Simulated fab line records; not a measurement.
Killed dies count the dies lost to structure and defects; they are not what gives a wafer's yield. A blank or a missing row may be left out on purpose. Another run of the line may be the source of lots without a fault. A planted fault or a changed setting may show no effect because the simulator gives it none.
fab line records :: flow sfq-line
record:
  lots: 14
  wafers: 42
  last-day: 80
route steps=325 shown I2@116
lots untouched by any fault: they come from a run of this same line in which no faults occurred
start-h: the number of hours between the record's first day and the start of the first shown wafer of the lot :: wait-h: hours from the lot's prior step to this one :: " as in the row above :: L1.1+2: a single row standing in for several wafers :: - either no value or no given start :: * or withheld: withheld :: < > ~ a bound
route shown NAME@n: NAME is a module with steps in the file, n the number in the route of the first one :: usual: mean/standard deviation of fault-free wafers :: same: alike in all rows :: chamber/n: place in a boat :: sites: per-site readings :: _std_site: how widely they spread, as a standard deviation :: _edge_site: inner sites' mean taken away from outer sites' mean :: radius-mm: for every site, how far away it sits from the centre of the wafer :: mask NAME#n: copy n :: behind: the tool/chamber that last shaped the wafer :: hold: why the lot was held/for how many hours/how that ended :: device: whichever transistor did not switch (one of n, p or np) :: end of line: tests run on the same wafers once the route is complete :: for a step that has no rows: nothing shown but its recipe :: killed: the dies lost at the first sort to structure and to defects; this is not the yield of the wafer :: map: shows each die of a wafer: x if killed, . if not, _ if none is there
set.NAME: the run value of the setting; set.NAME@STEP: its run value at that earlier step :: model.NAME: the simulator's own value behind a step, which no gauge read
a sample of lots followed through the steps of the route, with each step as a table and each wafer as a row
services: a tool's chamber out of use, with start hour (start-h, from the record's first day; less than 0 if before it), hours out, and reason
== steps ==
step: SFQ_TRILAYER_I2_VIA_STRIP_STRIP_071
recipe:
  gas: O2
  power-w: 200
  platen-temp-c: 40
  overash-fraction: 0.65
  chemistry: O2
  pressure-mtorr: 50
usual:
  chamber-pressure-mTorr: 50.00/0.044
  drypump-motor-current-A: 5.3/0.38
  oes-product-au: 1.004/0.01
lot.wafer: L748.1
tool: rie-metal-01
chamber: 0
start-h: 530.83
wait-h: -
chamber-pressure-mTorr: 49.97
drypump-motor-current-A: 5.1
oes-product-au: 0.992
rf-hours-counter-h: 62

lot.wafer: L748.5
tool: rie-metal-01
chamber: 1
start-h: 530.83
wait-h: -
chamber-pressure-mTorr: 49.99
drypump-motor-current-A: 5.1
oes-product-au: 0.992
rf-hours-counter-h: -

lot.wafer: L748.6
tool: rie-metal-01
chamber: 0
start-h: 530.83
wait-h: -
chamber-pressure-mTorr: 50.00
drypump-motor-current-A: 5.1
oes-product-au: 0.989
rf-hours-counter-h: -

lot.wafer: L749.2
tool: rie-metal-01
chamber: 0
start-h: 544.03
wait-h: -
chamber-pressure-mTorr: 49.95
drypump-motor-current-A: 5.1
oes-product-au: 0.998
rf-hours-counter-h: 65

lot.wafer: L749.3
tool: rie-metal-01
chamber: 1
start-h: 544.03
wait-h: -
chamber-pressure-mTorr: 49.95
drypump-motor-current-A: 5.2
oes-product-au: 1.009
rf-hours-counter-h: -

lot.wafer: L749.4
tool: rie-metal-01
chamber: 0
start-h: 544.03
wait-h: -
chamber-pressure-mTorr: 49.98
drypump-motor-current-A: 5.1
oes-product-au: 1.000
rf-hours-counter-h: -

lot.wafer: L750.1
tool: rie-metal-04
chamber: 1
start-h: 554.16
wait-h: -
chamber-pressure-mTorr: 50.02
drypump-motor-current-A: 4.8
oes-product-au: 1.013
rf-hours-counter-h: 48

lot.wafer: L750.2
tool: rie-metal-04
chamber: 0
start-h: 554.16
wait-h: -
chamber-pressure-mTorr: 50.01
drypump-motor-current-A: 5.1
oes-product-au: 1.020
rf-hours-counter-h: 20

lot.wafer: L750.5
tool: rie-metal-04
chamber: 1
start-h: 554.16
wait-h: -
chamber-pressure-mTorr: 49.96
drypump-motor-current-A: 4.8
oes-product-au: 1.015
rf-hours-counter-h: -

lot.wafer: L752.3
tool: rie-metal-02
chamber: 0
start-h: 572.36
wait-h: -
chamber-pressure-mTorr: 49.99
drypump-motor-current-A: 5.7
oes-product-au: 0.997
rf-hours-counter-h: -

lot.wafer: L752.4
tool: rie-metal-02
chamber: 1
start-h: 572.36
wait-h: -
chamber-pressure-mTorr: 50.11
drypump-motor-current-A: 5.9
oes-product-au: 1.004
rf-hours-counter-h: -

lot.wafer: L752.6
tool: rie-metal-02
chamber: 1
start-h: 572.36
wait-h: -
chamber-pressure-mTorr: 50.04
drypump-motor-current-A: 5.9
oes-product-au: 1.003
rf-hours-counter-h: -

lot.wafer: L753.1
tool: rie-metal-01
chamber: 0
start-h: 581.76
wait-h: -
chamber-pressure-mTorr: 49.98
drypump-motor-current-A: 5.1
oes-product-au: 1.005
rf-hours-counter-h: 72

lot.wafer: L753.2
tool: rie-metal-01
chamber: 1
start-h: 581.76
wait-h: -
chamber-pressure-mTorr: 49.98
drypump-motor-current-A: 5.2
oes-product-au: 1.013
rf-hours-counter-h: 43

lot.wafer: L753.4
tool: rie-metal-01
chamber: 1
start-h: 581.76
wait-h: -
chamber-pressure-mTorr: 50.03
drypump-motor-current-A: 5.2
oes-product-au: 1.023
rf-hours-counter-h: -

lot.wafer: L754.1
tool: rie-metal-04
chamber: 1
start-h: 587.76
wait-h: -
chamber-pressure-mTorr: 50.09
drypump-motor-current-A: 4.8
oes-product-au: 1.010
rf-hours-counter-h: 55

lot.wafer: L754.3
tool: rie-metal-04
chamber: 0
start-h: 587.76
wait-h: -
chamber-pressure-mTorr: 50.04
drypump-motor-current-A: 5.1
oes-product-au: 1.014
rf-hours-counter-h: -

lot.wafer: L754.5
tool: rie-metal-04
chamber: 1
start-h: 587.76
wait-h: -
chamber-pressure-mTorr: 49.99
drypump-motor-current-A: 4.8
oes-product-au: 1.010
rf-hours-counter-h: -

lot.wafer: L755.3
tool: rie-metal-01
chamber: 1
start-h: 595.61
wait-h: -
chamber-pressure-mTorr: 50.07
drypump-motor-current-A: 5.2
oes-product-au: 1.004
rf-hours-counter-h: -

lot.wafer: L755.4
tool: rie-metal-01
chamber: 0
start-h: 595.61
wait-h: -
chamber-pressure-mTorr: 50.06
drypump-motor-current-A: 5.1
oes-product-au: 1.012
rf-hours-counter-h: -

lot.wafer: L755.5
tool: rie-metal-01
chamber: 0
start-h: 595.61
wait-h: -
chamber-pressure-mTorr: 50.06
drypump-motor-current-A: 5.1
oes-product-au: 1.007
rf-hours-counter-h: -

lot.wafer: L756.4
tool: rie-metal-04
chamber: 1
start-h: 608.26
wait-h: -
chamber-pressure-mTorr: -
drypump-motor-current-A: -
oes-product-au: -
rf-hours-counter-h: -

lot.wafer: L756.5
tool: rie-metal-04
chamber: 0
start-h: 608.26
wait-h: -
chamber-pressure-mTorr: -
drypump-motor-current-A: -
oes-product-au: -
rf-hours-counter-h: -

lot.wafer: L756.6
tool: rie-metal-04
chamber: 1
start-h: 608.26
wait-h: -
chamber-pressure-mTorr: -
drypump-motor-current-A: -
oes-product-au: -
rf-hours-counter-h: -

lot.wafer: L757.1
tool: rie-metal-01
chamber: 1
start-h: 610.46
wait-h: -
chamber-pressure-mTorr: -
drypump-motor-current-A: -
oes-product-au: -
rf-hours-counter-h: -

lot.wafer: L757.2
tool: rie-metal-01
chamber: 0
start-h: 610.46
wait-h: -
chamber-pressure-mTorr: -
drypump-motor-current-A: -
oes-product-au: -
rf-hours-counter-h: -

lot.wafer: L757.4
tool: rie-metal-01
chamber: 1
start-h: 610.46
wait-h: -
chamber-pressure-mTorr: -
drypump-motor-current-A: -
oes-product-au: -
rf-hours-counter-h: -

lot.wafer: L758.1
tool: rie-metal-01
chamber: 0
start-h: 614.06
wait-h: -
chamber-pressure-mTorr: 49.98
drypump-motor-current-A: 5.0
oes-product-au: 1.019
rf-hours-counter-h: 79

lot.wafer: L758.2
tool: rie-metal-01
chamber: 1
start-h: 614.06
wait-h: -
chamber-pressure-mTorr: 50.03
drypump-motor-current-A: 5.2
oes-product-au: 1.019
rf-hours-counter-h: 50

lot.wafer: L758.4
tool: rie-metal-01
chamber: 0
start-h: 614.06
wait-h: -
chamber-pressure-mTorr: 50.00
drypump-motor-current-A: 5.0
oes-product-au: 1.028
rf-hours-counter-h: -

lot.wafer: L760.1
tool: rie-metal-04
chamber: 1
start-h: 623.66
wait-h: -
chamber-pressure-mTorr: 49.94
drypump-motor-current-A: 4.8
oes-product-au: 1.002
rf-hours-counter-h: 63

lot.wafer: L760.4
tool: rie-metal-04
chamber: 0
start-h: 623.66
wait-h: -
chamber-pressure-mTorr: 49.98
drypump-motor-current-A: 5.1
oes-product-au: 1.001
rf-hours-counter-h: -

lot.wafer: L760.5
tool: rie-metal-04
chamber: 1
start-h: 623.66
wait-h: -
chamber-pressure-mTorr: 49.99
drypump-motor-current-A: 4.9
oes-product-au: 1.000
rf-hours-counter-h: -

lot.wafer: L767.2
tool: rie-metal-01
chamber: 0
start-h: 697.16
wait-h: -
chamber-pressure-mTorr: 50.11
drypump-motor-current-A: 5.1
oes-product-au: 1.014
rf-hours-counter-h: 94

lot.wafer: L767.4
tool: rie-metal-01
chamber: 1
start-h: 697.16
wait-h: -
chamber-pressure-mTorr: 49.93
drypump-motor-current-A: 5.2
oes-product-au: 1.017
rf-hours-counter-h: -

lot.wafer: L767.5
tool: rie-metal-01
chamber: 1
start-h: 697.16
wait-h: -
chamber-pressure-mTorr: 50.01
drypump-motor-current-A: 5.2
oes-product-au: 1.023
rf-hours-counter-h: -

lot.wafer: L769.2
tool: rie-metal-04
chamber: 0
start-h: 711.56
wait-h: -
chamber-pressure-mTorr: 49.95
drypump-motor-current-A: 5.1
oes-product-au: 0.998
rf-hours-counter-h: 52

lot.wafer: L769.4
tool: rie-metal-04
chamber: 1
start-h: 711.56
wait-h: -
chamber-pressure-mTorr: 49.96
drypump-motor-current-A: 4.9
oes-product-au: 1.007
rf-hours-counter-h: -

lot.wafer: L769.6
tool: rie-metal-04
chamber: 1
start-h: 711.56
wait-h: -
chamber-pressure-mTorr: 49.97
drypump-motor-current-A: 4.9
oes-product-au: 1.015
rf-hours-counter-h: -

lot.wafer: L770.1
tool: rie-metal-04
chamber: 0
start-h: 718.76
wait-h: -
chamber-pressure-mTorr: 49.99
drypump-motor-current-A: 5.1
oes-product-au: 0.999
rf-hours-counter-h: 53

lot.wafer: L770.3
tool: rie-metal-04
chamber: 0
start-h: 718.76
wait-h: -
chamber-pressure-mTorr: 49.97
drypump-motor-current-A: 5.1
oes-product-au: 0.991
rf-hours-counter-h: -

lot.wafer: L770.5
tool: rie-metal-04
chamber: 0
start-h: 718.76
wait-h: -
chamber-pressure-mTorr: 49.95
drypump-motor-current-A: 5.1
oes-product-au: 1.003
rf-hours-counter-h: -
== services ==
tool: rie-metal-02
chamber: -
start-h: 576.12
hours: 40.3
kind: repair

tool: rie-metal-02
chamber: 0
start-h: 609.02
hours: 1.0
kind: repair
== key ==
first-sign:
  step: SFQ_TRILAYER_I2_VIA_STRIP_STRIP_071
  reading: tool-record
  direction: missing
effect none on later readings
met-at SFQ_TRILAYER_I2_VIA_STRIP_STRIP_071
struck-lots L756,L757
onset-between 595.61 608.26
fault:
  kind: skipped-step-whole
  tool: rie-metal-01,rie-metal-04
  chamber: -
  onset-h: 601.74
  steps: SFQ_TRILAYER_I2_VIA_STRIP_STRIP_071
  scope: struck-lots-only
